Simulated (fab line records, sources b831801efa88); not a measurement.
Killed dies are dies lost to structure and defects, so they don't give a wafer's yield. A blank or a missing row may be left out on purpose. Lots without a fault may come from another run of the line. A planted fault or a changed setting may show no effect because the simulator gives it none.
A struck lot beside a sound one | flow sky130 | 17 steps out of a route of 708
Sound: wafers L322.1, L322.2, L322.3. Struck: wafers L330.2, L330.3, L330.4. The cause comes at the end.
At each step with rows: each side's tool, then ch and its chambers, then its first start. Under that, the readings that differ: sound wafers | struck wafers | difference of the means | sigmas: that difference in standard deviations of wafers without a fault.
alike: readings whose means differ by less than 2 such deviations, and words and numbers that are the same on both sides. not compared: withheld readings, readings that some wafer has no value for, bounds like >300 that may hide the same value, and numbers for which the record gives no deviation and whose values overlap.
The two part at a step that has a row with sigmas, a row that says differs or no value, or rows on one side only. Numbers that don't overlap but have no deviation are shown without sigmas and don't part them. A reading that every wafer of one side lacks parts them only if that side has two wafers or more.

SKY_LDD_HVN_OVL_MEAS_07:
  sound on overlay-01, day 24 06:54; struck on overlay-02, day 26 23:15
  alike: LDD_HVN_OVL
then, 1 step without rows for these wafers: SKY_LDD_HVN_IMPLANT_08.
SKY_LDD_HVN_STRIP_09: strips in O2/N2.
  sound on plasma_asher-01 ch 0,1, day 24 07:05; struck on plasma_asher-01 ch 0,1, day 26 23:26
  alike: drypump_motor_current_A, oes_product_au, strip_time_to_endpoint_s
  not compared: rf_hours_counter_h
SKY_LDD_HVN_TW_MEAS_10:
  sound on film_metro-04, day 24 07:11; struck on film_metro-02, day 26 23:32
  alike: LDD_HVN_TW
then, 7 steps without rows for these wafers: SKY_LDD_HVP_DEHYDRATE_00 (time 60 s); SKY_LDD_HVP_HMDS_01 (prime time 60 s); SKY_LDD_HVP_COAT_02 (resist thk 300 nm); SKY_LDD_HVP_SOFTBAKE_03 (time 60 s); SKY_LDD_HVP_EXPOSE_04 (exposes mask HVPTM, target cd 700 nm); SKY_LDD_HVP_PEB_05; SKY_LDD_HVP_DEVELOP_06 (develop time 60 s).
SKY_LDD_HVP_OVL_MEAS_07:
  sound on overlay-02, day 25 13:09; struck on overlay-02, day 28 04:12
  alike: LDD_HVP_OVL
SKY_LDD_HVP_IMPLANT_08:
  sound on implanter-03 ch 0, day 25 13:11; struck on implanter-03 ch 0, day 28 04:16
  reading            | sound                | struck             | difference | sigmas
  tilt_deg (degrees) | 17.921 17.918 17.902 | -0.018 0.002 0.011 | -17.915    | -99 or more
SKY_LDD_HVP_STRIP_09: strips in O2/N2.
  sound on plasma_asher-03 ch 0,1, day 25 13:20; struck on plasma_asher-02 ch 0,1, day 28 04:23
  reading                     | sound       | struck      | difference | sigmas
  drypump_motor_current_A (A) | 6.1 6.0 6.1 | 5.1 5.1 5.2 | -0.9       | -2
  alike: oes_product_au, strip_time_to_endpoint_s
  not compared: rf_hours_counter_h
SKY_LDD_HVP_TW_MEAS_10:
  sound on film_metro-01, day 25 13:26; struck on film_metro-03, day 28 04:29
  reading    | sound       | struck      | difference | sigmas
  LDD_HVP_TW | 455 453 454 | 399 401 400 | -54        | -13
then, 1 step without rows for these wafers: SKY_LDD_LDN_DEHYDRATE_00 (time 60 s).
-- the record jumps here: 22 days lie between the struck wafers' starts before and after (it left off in module LDD_LDN and takes up again in module PAD_OPEN, whose first step shown is number 708 of the route) --
SKY_PAD_OPEN_PROBE_99:
  sound on prober-01, day 48 14:06; struck on prober-01, day 50 05:55
  reading                        | sound          | struck         | difference | sigmas
  model.etest.tip_p_5v.rs_ohm_sq | 2848 2868 2849 | 2701 2686 2685 | -164       |
  alike: killed_at_M0_to_M3, killed_at_M4_up, killed_at_contacts, killed_at_front_end, killed_at_other, killed_dies, killed_open, killed_short

WHERE THEY PART
First at SKY_LDD_HVP_IMPLANT_08; last, within this record, at SKY_LDD_HVP_TW_MEAS_10. Later steps at which nothing parts them and some readings are alike: SKY_PAD_OPEN_PROBE_99.

WHY: what the simulator had put in
Process parameter drift: implanter-03, from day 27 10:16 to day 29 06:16, at SKY_LDD_HVP_IMPLANT_08. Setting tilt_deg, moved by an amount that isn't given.
